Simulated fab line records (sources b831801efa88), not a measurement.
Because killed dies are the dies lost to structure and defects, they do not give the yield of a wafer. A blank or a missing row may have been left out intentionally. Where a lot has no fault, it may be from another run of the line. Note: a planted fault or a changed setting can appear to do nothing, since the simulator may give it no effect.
fab line records ; flow sky130
record lots=12; wafers=34; last_day=50
route steps=708 shown LI_CONTACT@381 METAL1@441 PAD_OPEN@708
lots that met no fault: from a run of the same line without faults
start_h: the number of hours between the record's first day and the start of the first shown wafer of the lot ; wait_h: hours from the lot's prior step to this one ; " identical to the entry in the row above ; L1.1+2: several wafers, shown together as one row ; - no value present, or no start provided ; * or withheld: withheld ; < > ~ a bound
route shown NAME@n: NAME is a module with steps in the file, n the number in the route of the first one ; usual: mean/standard deviation of fault-free wafers ; same: alike in all rows ; chamber/n: place in a boat ; sites: each site's reading ; _std_site: how widely they spread, as a standard deviation ; _edge_site: outer sites' mean less inner sites' ; radius_mm: for every site, how far away it sits from the centre of the wafer ; mask NAME#n: copy n ; behind: tool/chamber where the wafer was last shaped ; hold: what put the lot on hold/how long, in hours/how the hold closed ; device: which transistor (n, p or np) failed to switch ; end of line: at the end of the route, the tests of the same wafers ; for a step that has no rows: nothing shown but its recipe ; killed: count of dies lost to structure and defects at first sort (not the wafer's yield) ; map: per-die view of a wafer (x killed, . not killed, _ where there is no die)
set.NAME: the setting as run; set.NAME@STEP: as run at that earlier step ; model.NAME: the simulator's own value behind a step, which no gauge read
one table for each step of the route and one row for each wafer, over a sample of lots
services: a tool's chamber out of use, with start hour (start_h, from the record's first day; less than 0 if before it), hours out, and reason
## steps
# step SKY_LI_CONTACT_SPUTTER_19
# recipe material=Ti; target_thk_nm=20; chamber_pressure_pa=5; power_w=2500; substrate_temp_c=200; time_s=106.37
# usual substrate_temp_c=200.01/0.17; throttle_valve_pct=29.4/1.1
lot.wafer;tool;chamber;start_h;wait_h;substrate_temp_c;throttle_valve_pct
L266.2;pvd_sputter-03;-;693.56;0.0;200.25;29.3
L266.3;pvd_sputter-03;-;693.56;0.0;200.10;29.6
L266.6;pvd_sputter-03;-;693.56;0.0;199.80;27.2
L267.3;pvd_sputter-04;-;703.58;0.0;200.24;31.0
L267.5;pvd_sputter-04;-;703.58;0.0;200.05;29.4
L267.6;pvd_sputter-04;-;703.58;0.0;200.28;31.1
L268.1;pvd_sputter-03;-;708.23;0.0;200.09;29.2
L268.2;pvd_sputter-03;-;708.23;0.0;200.38;29.2
L268.4;pvd_sputter-03;-;708.23;0.0;199.97;29.8
L271.1;pvd_sputter-03;-;743.03;0.0;199.81;27.1
L271.2;pvd_sputter-03;-;743.03;0.0;200.11;29.6
L271.3;pvd_sputter-03;-;743.03;0.0;199.53;29.4
L274.1;pvd_sputter-04;-;745.63;0.0;200.06;30.7
L274.4;pvd_sputter-04;-;745.63;0.0;200.15;30.9
L274.5;pvd_sputter-04;-;745.63;0.0;199.99;29.4
L275.4;pvd_sputter-03;-;749.73;0.0;200.01;29.5
L275.5;pvd_sputter-03;-;749.73;0.0;199.93;29.4
L275.6;pvd_sputter-03;-;749.73;0.0;200.26;27.2
L276.2;pvd_sputter-03;-;782.11;0.0;200.02;27.3
L276.3;pvd_sputter-03;-;782.11;0.0;200.01;29.5
L276.5;pvd_sputter-03;-;782.11;0.0;200.28;29.2
L282.1;pvd_sputter-04;-;805.66;0.0;199.89;31.1
L282.2;pvd_sputter-04;-;805.66;0.0;199.78;30.5
L282.3;pvd_sputter-04;-;805.66;0.0;199.86;29.4
L283.1;pvd_sputter-04;-;813.71;0.0;200.04;29.7
L283.3;pvd_sputter-04;-;813.71;0.0;199.99;30.7
L284.5;pvd_sputter-04;-;816.61;0.0;200.07;30.5
L284.6;pvd_sputter-04;-;816.61;0.0;199.76;29.7
L285.4;pvd_sputter-04;-;829.97;0.0;199.99;30.4
L285.5;pvd_sputter-04;-;829.97;0.0;199.91;29.5
L285.6;pvd_sputter-04;-;829.97;0.0;200.28;30.7
L287.2;pvd_sputter-01;-;840.03;0.0;200.20;28.8
L287.4;pvd_sputter-01;-;840.03;0.0;200.16;29.6
L287.6;pvd_sputter-01;-;840.03;0.0;199.98;29.0
# step SKY_LI_CONTACT_SPUTTER_20
# recipe material=TiN; target_thk_nm=20; chamber_pressure_pa=5; power_w=4000; time_s=80
# usual throttle_valve_pct=29.4/1.1
lot.wafer;tool;chamber;start_h;wait_h;throttle_valve_pct
L266.2;pvd_sputter-03;-;693.63;0.0;29.1
L266.3;pvd_sputter-03;-;693.63;0.0;29.6
L266.6;pvd_sputter-03;-;693.63;0.0;27.0
L267.3;pvd_sputter-04;-;703.65;0.0;31.2
L267.5;pvd_sputter-04;-;703.65;0.0;29.3
L267.6;pvd_sputter-04;-;703.65;0.0;30.8
L268.1;pvd_sputter-03;-;708.30;0.0;29.4
L268.2;pvd_sputter-03;-;708.30;0.0;29.6
L268.4;pvd_sputter-03;-;708.30;0.0;29.3
L271.1;pvd_sputter-03;-;743.11;0.0;27.5
L271.2;pvd_sputter-03;-;743.11;0.0;29.4
L271.3;pvd_sputter-03;-;743.11;0.0;29.3
L274.1;pvd_sputter-04;-;745.71;0.0;30.8
L274.4;pvd_sputter-04;-;745.71;0.0;31.1
L274.5;pvd_sputter-04;-;745.71;0.0;29.5
L275.4;pvd_sputter-03;-;749.80;0.0;29.6
L275.5;pvd_sputter-03;-;749.80;0.0;29.4
L275.6;pvd_sputter-03;-;749.80;0.0;27.2
L276.2;pvd_sputter-03;-;782.18;0.0;27.2
L276.3;pvd_sputter-03;-;782.18;0.0;29.6
L276.5;pvd_sputter-03;-;782.18;0.0;29.6
L282.1;pvd_sputter-04;-;805.73;0.0;31.1
L282.2;pvd_sputter-04;-;805.73;0.0;30.7
L282.3;pvd_sputter-04;-;805.73;0.0;29.6
L283.1;pvd_sputter-04;-;813.78;0.0;29.5
L283.3;pvd_sputter-04;-;813.78;0.0;30.7
L284.5;pvd_sputter-04;-;816.68;0.0;30.8
L284.6;pvd_sputter-04;-;816.68;0.0;29.5
L285.4;pvd_sputter-04;-;830.05;0.0;30.5
L285.5;pvd_sputter-04;-;830.05;0.0;29.7
L285.6;pvd_sputter-04;-;830.05;0.0;30.4
L287.2;pvd_sputter-01;-;840.10;0.0;28.9
L287.4;pvd_sputter-01;-;840.10;0.0;29.6
L287.6;pvd_sputter-01;-;840.10;0.0;29.0
# step SKY_METAL1_DEHYDRATE_07
# recipe temp_c=200; time_s=60
# usual exhaust_pa=44.9/0.86; run_length_s=89.10/0.1
lot.wafer;tool;chamber;start_h;wait_h;exhaust_pa;run_length_s
L266.2;litho_track-04;0;765.50;12.9;44.3;89.14
L266.3;litho_track-04;0;765.50;12.9;45.1;89.12
L266.6;litho_track-04;0;765.50;12.9;43.6;89.35
L267.3;litho_track-04;0;776.08;12.7;45.0;89.07
L267.5;litho_track-04;0;776.08;12.7;44.9;89.14
L267.6;litho_track-04;0;776.08;12.7;45.2;89.03
L268.1;litho_track-04;0;780.38;12.6;43.7;89.22
L268.2;litho_track-04;0;780.38;12.6;44.5;89.23
L268.4;litho_track-04;0;780.38;12.6;45.0;89.06
L271.1;litho_track-01;0;814.21;12.6;45.0;89.03
L271.2;litho_track-01;0;814.21;12.6;45.6;89.12
L271.3;litho_track-01;0;814.21;12.6;44.6;89.01
L274.1;litho_track-01;0;816.41;13.0;44.9;89.12
L274.4;litho_track-01;0;816.41;13.0;44.3;88.95
L274.5;litho_track-01;0;816.41;13.0;43.3;88.99
L275.4;litho_track-04;0;821.35;12.7;45.6;89.05
L275.5;litho_track-04;0;821.35;12.7;45.7;89.15
L275.6;litho_track-04;0;821.35;12.7;45.2;89.12
L276.2;litho_track-04;0;852.20;13.0;44.9;89.06
L276.3;litho_track-04;0;852.20;13.0;45.8;89.00
L276.5;litho_track-04;0;852.20;13.0;46.4;88.97
L282.1;litho_track-04;0;875.58;12.1;45.1;89.21
L282.2;litho_track-04;0;875.58;12.1;44.4;89.37
L282.3;litho_track-04;0;875.58;12.1;45.8;93.42
L283.1;litho_track-04;0;882.93;12.0;44.2;89.11
L283.3;litho_track-04;0;882.93;12.0;46.0;93.23
L284.5;litho_track-04;0;885.68;12.3;44.9;93.34
L284.6;litho_track-04;0;885.68;12.3;44.6;89.25
L285.4;litho_track-01;0;897.94;11.7;44.7;88.98
L285.5;litho_track-01;0;897.94;11.7;44.2;89.16
L285.6;litho_track-01;0;897.94;11.7;44.6;89.12
L287.2;litho_track-03;0;907.30;12.6;46.5;89.05
L287.4;litho_track-03;0;907.30;12.6;44.8;89.07
L287.6;litho_track-03;0;907.30;12.6;45.1;89.01
# step SKY_METAL1_DESCUM_17
# recipe chemistry=O2; source_power_w=150; bias_power_w=0; pressure_mtorr=10; temp_c=40; time_s=8
# usual drypump_motor_current_A=5.6/0.44; he_backside_leak_sccm=3.27/0.19; oes_product_au=1.009/0.0098; temp_c=40.01/0.12
lot.wafer;tool;chamber;start_h;wait_h;drypump_motor_current_A;he_backside_leak_sccm;oes_product_au;rf_hours_counter_h;temp_c
L266.2;rie_metal-04;1;779.37;0.0;5.8;3.45;1.003;10;40.22
L266.3;rie_metal-04;1;779.37;0.0;5.8;3.39;1.008;-;39.89
L266.6;rie_metal-04;0;779.37;0.0;5.7;3.53;0.999;-;39.99
L267.3;rie_metal-04;1;790.30;0.0;5.8;3.32;1.002;-;39.93
L267.5;rie_metal-04;1;790.30;0.0;5.8;3.42;1.005;-;39.90
L267.6;rie_metal-04;0;790.30;0.0;5.7;3.22;0.996;-;40.05
L268.1;rie_metal-04;1;794.93;0.0;5.8;3.53;1.018;10;40.03
L268.2;rie_metal-04;0;794.93;0.0;5.7;3.47;1.008;14;39.81
L268.4;rie_metal-04;1;794.93;0.0;5.8;3.47;1.015;-;39.84
L271.1;rie_metal-03;1;828.43;0.0;5.1;3.03;1.012;6;39.98
L271.2;rie_metal-03;0;828.43;0.0;5.6;3.60;0.996;2;39.95
L271.3;rie_metal-03;0;828.43;0.0;5.5;3.40;0.998;-;39.93
L274.1;rie_metal-03;0;830.19;0.0;5.5;3.52;1.015;2;39.95
L274.4;rie_metal-03;0;830.19;0.0;5.5;3.55;1.015;-;40.10
L274.5;rie_metal-03;0;830.19;0.0;5.5;3.50;1.006;-;39.96
L275.4;rie_metal-03;1;834.83;0.0;5.1;3.12;1.007;-;40.08
L275.5;rie_metal-03;1;834.83;0.0;5.1;3.18;1.005;-;39.99
L275.6;rie_metal-03;0;834.83;0.0;5.6;3.69;1.008;-;40.03
L276.2;rie_metal-03;1;865.94;0.0;5.1;3.17;1.010;7;40.16
L276.3;rie_metal-03;1;865.94;0.0;5.1;3.07;1.011;-;40.09
L276.5;rie_metal-03;0;865.94;0.0;5.5;3.14;1.009;-;40.21
L282.1;rie_metal-03;1;888.92;0.0;5.1;3.09;1.012;9;39.86
L282.2;rie_metal-03;0;888.92;0.0;5.6;3.32;1.020;4;40.19
L282.3;rie_metal-03;0;888.92;0.0;5.6;3.28;1.019;-;40.27
L283.1;rie_metal-03;0;894.92;0.0;5.5;3.54;1.010;4;40.09
L283.3;rie_metal-03;0;894.92;0.0;5.5;3.53;1.008;-;40.21
L284.5;rie_metal-01;0;898.58;0.0;5.5;3.20;1.026;-;39.92
L284.6;rie_metal-01;0;898.58;0.0;5.4;3.18;1.027;-;40.01
L285.4;rie_metal-04;0;911.70;0.0;5.7;3.28;1.000;-;39.95
L285.5;rie_metal-04;1;911.70;0.0;5.8;3.36;1.004;-;40.11
L285.6;rie_metal-04;0;911.70;0.0;5.7;3.26;1.002;-;40.04
L287.2;rie_metal-03;1;919.47;0.0;5.1;3.12;1.012;10;39.87
L287.4;rie_metal-03;1;919.47;0.0;5.1;3.05;1.011;-;39.91
L287.6;rie_metal-03;0;919.47;0.0;5.6;3.18;1.016;-;39.84
# step SKY_PAD_OPEN_PROBE_99
# usual defect_limited_yield=82.5/1.9; killed_at_M0_to_M3=43/6.8; killed_at_M4_up=3.0/1.6; killed_at_contacts=25/6; killed_at_front_end=15/4.4; killed_at_other=0.3/0.52; killed_dies=86/9.6; killed_open=47/6.7; killed_short=39/6.8; sort_bin_3_pad_short=0.9/0.43; sort_bin_5_function=10.3/1.5; sort_bin_6_memory=6.3/1.1; sort_n_pass=406/9.6; sort_yield_pct=82.5/1.9
# same gross_dies=492; killed_at_back_side=0; sort_bin_4_leakage[%]=0; sort_bin_8_speed[%]=0
lot.wafer;tool;chamber;start_h;wait_h;defect_limited_yield[%];killed_at_M0_to_M3;killed_at_M4_up;killed_at_contacts;killed_at_front_end;killed_at_other;killed_dies;killed_open;killed_short;sort_bin_3_pad_short[%];sort_bin_5_function[%];sort_bin_6_memory[%];sort_n_pass;sort_yield_pct[%]
L266.2;prober-02;-;1088.33;0.1;85.4;38;0;20;14;0;72;46;26;0.8;7.1;6.7;420;85.4
L266.3;prober-02;-;1088.38;0.2;79.1;51;2;32;18;0;103;50;53;1.6;12.2;7.1;389;79.1
L266.6;prober-02;-;1088.53;0.2;82.7;36;4;32;13;0;85;45;40;0.6;8.9;7.7;407;82.7
L267.3;prober-01;-;1096.75;0.2;82.9;37;2;31;13;1;84;44;39;1.6;9.8;5.7;408;82.9
L267.5;prober-01;-;1096.85;0.2;82.9;42;4;27;11;0;84;48;36;0.8;11.0;5.3;408;82.9
L267.6;prober-01;-;1096.90;0.2;81.9;44;5;23;17;0;89;46;41;0.6;13.4;4.1;403;81.9
L268.1;prober-02;-;1097.91;0.1;81.9;47;2;23;17;0;89;48;41;1.6;10.0;6.5;403;81.9
L268.2;prober-02;-;1097.96;0.1;83.9;45;3;15;16;0;79;45;33;0.8;10.0;5.3;413;83.9
L268.4;prober-02;-;1098.06;0.2;87.0;29;4;16;15;0;64;29;35;1.2;7.3;4.5;428;87.0
L271.1;prober-02;-;1126.81;0.1;83.3;34;3;25;20;0;82;51;31;0.8;10.0;5.9;410;83.3
L271.2;prober-02;-;1126.86;0.1;81.5;45;1;28;17;0;91;58;33;1.4;10.8;6.3;401;81.5
L271.3;prober-02;-;1126.91;0.2;82.5;35;3;29;19;0;86;48;38;1.0;9.6;6.9;406;82.5
L274.1;prober-02;-;1128.31;0.1;84.1;36;7;27;8;0;78;48;30;1.2;8.9;5.7;414;84.1
L274.4;prober-02;-;1128.46;0.2;82.7;49;4;21;11;0;85;36;48;1.0;10.4;5.9;407;82.7
L274.5;prober-02;-;1128.51;0.2;80.9;58;2;21;13;0;94;54;40;1.2;13.0;4.9;398;80.9
L275.4;prober-01;-;1130.14;0.2;82.5;49;3;21;13;0;86;39;47;1.6;9.3;6.5;406;82.5
L275.5;prober-01;-;1130.19;0.2;82.7;43;3;23;16;0;85;42;43;1.2;10.6;5.5;407;82.7
L275.6;prober-01;-;1130.24;0.2;84.6;37;4;24;11;0;76;47;29;0.2;7.7;7.5;416;84.6
L276.2;prober-02;-;1154.40;0.1;85.0;35;2;20;17;0;74;43;31;0.6;8.9;5.5;418;85.0
L276.3;prober-02;-;1154.45;0.2;83.7;46;2;19;13;0;80;45;35;0.2;9.6;6.5;412;83.7
L276.5;prober-02;-;1154.55;0.2;81.5;40;6;25;20;0;91;51;40;0.4;11.2;6.9;401;81.5
L282.1;prober-02;-;1170.53;0.1;82.9;45;1;29;9;0;84;47;37;0.8;10.0;6.3;408;82.9
L282.2;prober-02;-;1170.58;0.1;85.2;33;5;23;12;0;73;35;38;0.6;8.7;5.5;419;85.2
L282.3;prober-02;-;1170.63;0.2;82.7;43;5;30;7;0;85;46;39;0.6;10.4;6.3;407;82.7
L283.1;prober-01;-;1174.40;0.1;86.4;36;2;15;14;0;67;39;28;0.6;8.1;4.9;425;86.4
L283.3;prober-01;-;1174.50;0.2;80.7;57;4;27;7;0;95;60;35;0.8;10.6;7.9;397;80.7
L284.5;prober-02;-;1177.02;0.2;81.5;45;1;24;19;2;91;41;50;1.0;12.2;5.3;401;81.5
L284.6;prober-02;-;1177.07;0.2;82.1;52;2;24;9;1;88;43;44;0.8;9.8;7.3;404;82.1
L285.4;prober-01;-;1185.28;0.2;82.7;45;3;18;18;1;85;42;43;1.2;10.2;5.9;407;82.7
L285.5;prober-01;-;1185.33;0.2;85.2;33;6;16;18;0;73;42;30;0.2;10.2;4.5;419;85.2
L285.6;prober-01;-;1185.38;0.2;84.6;39;2;19;15;1;76;50;26;0;8.5;6.9;416;84.6
L287.2;prober-01;-;1190.43;0.1;79.5;43;2;31;25;0;101;56;44;0.4;12.4;7.7;391;79.5
L287.4;prober-01;-;1190.53;0.2;83.3;42;6;21;12;1;82;40;40;1.0;8.5;7.1;410;83.3
L287.6;prober-01;-;1190.63;0.2;83.5;39;4;24;14;0;81;50;30;0.2;8.9;7.3;411;83.5
# killed by level:class
L266.2 VIA1:geometric_particle:open=9 VIA3:geometric_particle:open=7 CONTACT:geometric_particle:open=6 FIELD_ISO:geometric_particle:open=5 POLY_GATE:geometric_particle:open=5 LI_CONTACT:geometric_particle:open=5 VIA2:geometric_particle:short=5 METAL1:geometric_particle:short=4
L266.3 LI_CONTACT:geometric_particle:open=10 CONTACT:geometric_particle:open=10 CONTACT:geometric_particle:short=9 METAL1:geometric_particle:short=9 METAL2:geometric_particle:short=9 VIA3:geometric_particle:open=9 FIELD_ISO:geometric_particle:short=8 VIA1:geometric_particle:open=6
L266.6 CONTACT:geometric_particle:open=8 VIA1:geometric_particle:open=8 LI_CONTACT:geometric_particle:open=7 LOCAL_INTERCONNECT:geometric_particle:short=6 CONTACT:geometric_particle:short=6 FIELD_ISO:geometric_particle:short=4 LI_CONTACT:geometric_particle:short=4 METAL1:geometric_particle:short=4
L267.3 CONTACT:geometric_particle:open=10 VIA1:geometric_particle:open=9 LI_CONTACT:geometric_particle:open=7 LOCAL_INTERCONNECT:geometric_particle:short=6 VIA3:geometric_particle:open=5 POLY_GATE:geometric_particle:short=4 VIA1:geometric_particle:short=4 METAL1:geometric_particle:short=4
L267.5 CONTACT:geometric_particle:open=11 VIA1:geometric_particle:open=8 LI_CONTACT:geometric_particle:open=7 METAL2:geometric_particle:short=6 VIA3:geometric_particle:open=6 VIA3:geometric_particle:short=5 VIA1:geometric_particle:short=5 VIA2:geometric_particle:open=5
L267.6 CONTACT:geometric_particle:open=10 METAL2:geometric_particle:short=9 VIA1:geometric_particle:open=8 VIA3:geometric_particle:open=7 VIA1:geometric_particle:short=6 VIA2:geometric_particle:open=6 FIELD_ISO:geometric_particle:open=5 LI_CONTACT:geometric_particle:open=4
L268.1 LI_CONTACT:geometric_particle:open=7 VIA1:geometric_particle:open=7 VIA3:geometric_particle:open=7 VIA2:geometric_particle:open=6 VIA1:geometric_particle:short=6 METAL2:geometric_particle:short=6 POLY_GATE:geometric_particle:open=5 LOCAL_INTERCONNECT:geometric_particle:short=5
L268.2 VIA1:geometric_particle:open=11 CONTACT:geometric_particle:open=8 METAL2:geometric_particle:short=7 VIA3:geometric_particle:open=6 VIA2:geometric_particle:open=5 FIELD_ISO:geometric_particle:open=4 POLY_GATE:geometric_particle:short=4 POLY_GATE:geometric_particle:open=4
L268.4 VIA1:geometric_particle:open=6 CONTACT:geometric_particle:open=6 METAL2:geometric_particle:short=5 POLY_GATE:geometric_particle:short=4 LOCAL_INTERCONNECT:geometric_particle:short=4 METAL1:geometric_particle:short=4 VIA2:geometric_particle:open=4 FIELD_ISO:geometric_particle:short=3
L271.1 VIA1:geometric_particle:open=14 CONTACT:geometric_particle:open=10 LI_CONTACT:geometric_particle:open=9 FIELD_ISO:geometric_particle:open=7 POLY_GATE:geometric_particle:short=6 FIELD_ISO:geometric_particle:short=5 VIA2:geometric_particle:open=5 CONTACT:geometric_particle:short=4
L271.2 VIA1:geometric_particle:open=12 CONTACT:geometric_particle:open=10 FIELD_ISO:geometric_particle:open=9 LI_CONTACT:geometric_particle:open=9 VIA3:geometric_particle:open=7 VIA2:geometric_particle:open=6 VIA1:geometric_particle:short=6 CONTACT:geometric_particle:short=5
L271.3 CONTACT:geometric_particle:open=11 VIA2:geometric_particle:open=7 METAL1:geometric_particle:short=6 LI_CONTACT:geometric_particle:open=6 FIELD_ISO:geometric_particle:open=5 CONTACT:geometric_particle:short=5 VIA3:geometric_particle:open=5 FIELD_ISO:geometric_particle:short=4
L274.1 LI_CONTACT:geometric_particle:open=9 CONTACT:geometric_particle:open=9 VIA1:geometric_particle:open=8 METAL4:geometric_particle:short=6 POLY_GATE:geometric_particle:open=5 LOCAL_INTERCONNECT:geometric_particle:short=5 VIA3:geometric_particle:open=5 METAL2:geometric_particle:open=4
L274.4 VIA1:geometric_particle:open=9 VIA3:geometric_particle:open=7 VIA2:geometric_particle:short=7 LOCAL_INTERCONNECT:geometric_particle:short=7 VIA1:geometric_particle:short=6 CONTACT:geometric_particle:open=6 FIELD_ISO:geometric_particle:short=5 VIA2:geometric_particle:open=5
L274.5 VIA1:geometric_particle:open=14 VIA1:geometric_particle:short=11 METAL2:geometric_particle:short=9 LI_CONTACT:geometric_particle:open=8 VIA3:geometric_particle:open=8 CONTACT:geometric_particle:open=7 VIA2:geometric_particle:open=7 POLY_GATE:geometric_particle:open=5
L275.4 METAL2:geometric_particle:short=10 VIA1:geometric_particle:open=9 CONTACT:geometric_particle:open=8 CONTACT:geometric_particle:short=5 METAL1:geometric_particle:short=5 FIELD_ISO:geometric_particle:short=4 POLY_GATE:geometric_particle:short=4 LI_CONTACT:geometric_particle:open=4
L275.5 VIA1:geometric_particle:open=11 POLY_GATE:geometric_particle:open=7 CONTACT:geometric_particle:open=7 CONTACT:geometric_particle:short=6 METAL1:geometric_particle:short=6 VIA1:geometric_particle:short=5 METAL2:geometric_particle:short=5 LI_CONTACT:geometric_particle:short=4
L275.6 LI_CONTACT:geometric_particle:open=10 VIA1:geometric_particle:open=9 VIA3:geometric_particle:open=8 POLY_GATE:geometric_particle:open=5 LI_CONTACT:geometric_particle:short=5 CONTACT:geometric_particle:open=5 METAL3:geometric_particle:short=5 METAL4:geometric_particle:short=4
L276.2 FIELD_ISO:geometric_particle:open=7 CONTACT:geometric_particle:open=7 VIA3:geometric_particle:open=7 VIA1:geometric_particle:short=6 VIA1:geometric_particle:open=6 VIA2:geometric_particle:open=6 POLY_GATE:geometric_particle:open=4 LI_CONTACT:geometric_particle:open=4
L276.3 METAL1:geometric_particle:short=10 VIA3:geometric_particle:open=9 VIA2:geometric_particle:open=8 LI_CONTACT:geometric_particle:open=7 CONTACT:geometric_particle:open=7 FIELD_ISO:geometric_particle:short=5 VIA1:geometric_particle:open=5 VIA2:geometric_particle:short=4
L276.5 VIA1:geometric_particle:open=9 CONTACT:geometric_particle:open=8 FIELD_ISO:geometric_particle:open=7 LI_CONTACT:geometric_particle:open=7 VIA3:geometric_particle:open=7 CONTACT:geometric_particle:short=6 METAL2:geometric_particle:short=5 METAL4:geometric_particle:short=5
L282.1 VIA3:geometric_particle:open=11 CONTACT:geometric_particle:open=8 VIA2:geometric_particle:open=8 LI_CONTACT:geometric_particle:open=7 VIA1:geometric_particle:open=7 METAL2:geometric_particle:short=6 LOCAL_INTERCONNECT:geometric_particle:short=5 CONTACT:geometric_particle:short=5
L282.2 CONTACT:geometric_particle:open=8 VIA1:geometric_particle:open=8 CONTACT:geometric_particle:short=6 METAL2:geometric_particle:short=6 VIA2:geometric_particle:open=6 METAL4:geometric_particle:short=5 FIELD_ISO:geometric_particle:short=4 FIELD_ISO:geometric_particle:open=4
L282.3 LI_CONTACT:geometric_particle:open=12 VIA1:geometric_particle:open=10 CONTACT:geometric_particle:open=7 METAL1:geometric_particle:short=7 VIA2:geometric_particle:open=6 CONTACT:geometric_particle:short=5 VIA3:geometric_particle:open=4 METAL4:geometric_particle:short=4
L283.1 VIA1:geometric_particle:open=10 CONTACT:geometric_particle:open=7 METAL1:geometric_particle:short=7 LI_CONTACT:geometric_particle:open=4 METAL2:geometric_particle:short=4 VIA2:geometric_particle:open=4 VIA3:geometric_particle:open=4 FIELD_ISO:geometric_particle:open=3
L283.3 VIA3:geometric_particle:open=14 CONTACT:geometric_particle:open=13 VIA1:geometric_particle:open=9 LI_CONTACT:geometric_particle:open=8 METAL2:geometric_particle:short=8 VIA2:geometric_particle:open=6 VIA1:geometric_particle:short=5 VIA3:geometric_particle:short=5
L284.5 VIA2:geometric_particle:open=8 METAL2:geometric_particle:short=7 FIELD_ISO:geometric_particle:open=6 LOCAL_INTERCONNECT:geometric_particle:short=6 CONTACT:geometric_particle:open=6 LI_CONTACT:geometric_particle:open=5 VIA1:geometric_particle:open=5 VIA3:geometric_particle:open=5
L284.6 METAL1:geometric_particle:short=10 VIA1:geometric_particle:open=9 CONTACT:geometric_particle:open=8 METAL2:geometric_particle:short=8 LI_CONTACT:geometric_particle:open=6 LOCAL_INTERCONNECT:geometric_particle:short=5 METAL3:geometric_particle:short=5 METAL1:geometric_particle:open=4
L285.4 VIA1:geometric_particle:open=9 CONTACT:geometric_particle:open=7 METAL2:geometric_particle:short=7 POLY_GATE:geometric_particle:open=5 METAL1:geometric_particle:short=5 VIA2:geometric_particle:open=5 VIA3:geometric_particle:open=4 FIELD_ISO:geometric_particle:short=3
L285.5 VIA1:geometric_particle:open=12 CONTACT:geometric_particle:open=7 LI_CONTACT:geometric_particle:open=6 POLY_GATE:geometric_particle:short=5 POLY_GATE:geometric_particle:open=5 VIA1:geometric_particle:short=5 METAL4:geometric_particle:short=5 SPACER:geometric_particle:open=4
L285.6 VIA2:geometric_particle:open=10 VIA1:geometric_particle:open=10 VIA3:geometric_particle:open=7 POLY_GATE:geometric_particle:open=5 LI_CONTACT:geometric_particle:short=5 CONTACT:geometric_particle:open=5 FIELD_ISO:geometric_particle:open=4 LI_CONTACT:geometric_particle:open=4
L287.2 METAL1:geometric_particle:short=9 LI_CONTACT:geometric_particle:open=8 CONTACT:geometric_particle:open=8 VIA3:geometric_particle:open=8 FIELD_ISO:geometric_particle:open=7 VIA1:geometric_particle:open=7 VIA2:geometric_particle:open=7 LI_CONTACT:geometric_particle:short=6
L287.4 CONTACT:geometric_particle:open=9 VIA1:geometric_particle:open=8 CONTACT:geometric_particle:short=6 VIA1:geometric_particle:short=6 VIA3:geometric_particle:open=6 VIA3:geometric_particle:short=6 METAL4:geometric_particle:short=5 METAL1:geometric_particle:short=5
L287.6 VIA1:geometric_particle:open=11 VIA2:geometric_particle:open=9 CONTACT:geometric_particle:open=8 LI_CONTACT:geometric_particle:open=7 FIELD_ISO:geometric_particle:open=4 METAL2:geometric_particle:short=4 FIELD_ISO:geometric_particle:short=3 POLY_GATE:geometric_particle:open=3
## services
tool;chamber;start_h;hours;kind
rie_metal-01;0;680.16;1.3;repair
rie_metal-03;0;749.87;-;clean
rie_metal-03;0;749.87;17.5;scheduled_down
rie_metal-03;0;749.87;17.5;vent_cycle
rie_metal-04;-;755.94;14.6;pm
pvd_sputter-03;-;773.14;2.6;repair
rie_metal-01;0;784.56;-;clean
rie_metal-01;0;784.56;15.6;scheduled_down
rie_metal-01;0;784.56;15.6;vent_cycle
pvd_sputter-03;-;803.61;2.1;repair
rie_metal-03;-;803.73;15.6;pm
pvd_sputter-04;-;809.72;2.0;repair
pvd_sputter-03;-;849.59;5.9;repair
pvd_sputter-01;-;856.72;1.9;repair
rie_metal-04;0;880.78;-;clean
rie_metal-04;0;880.78;16.9;scheduled_down
rie_metal-04;0;880.78;16.9;vent_cycle
rie_metal-01;1;884.01;-;clean
rie_metal-01;1;884.01;16.7;scheduled_down
rie_metal-01;1;884.01;16.7;vent_cycle
rie_metal-04;-;885.56;0.4;repair
rie_metal-04;-;918.65;1.3;repair
## key
first_sign step=SKY_METAL1_DEHYDRATE_07; reading=run_length_s; direction=up; sigmas=41; usual=*; struck=*
effect none on later readings
met_at SKY_METAL1_DEHYDRATE_07
struck_lots L282,L283,L284
struck_wafers L282.3,L283.3,L284.5
not_acting_at SKY_LI_CONTACT_SPUTTER_19,SKY_LI_CONTACT_SPUTTER_20,SKY_METAL1_DESCUM_17
onset_between 852.20 875.58
fault kind=process_parameter_drift; tool=litho_track-04; chamber=-; onset_h=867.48; steps=SKY_METAL1_DEHYDRATE_07; channel=time_s; offset=*; shape=step; end_h=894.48; scope=struck_wafers_only; acts_in=*; stated=*
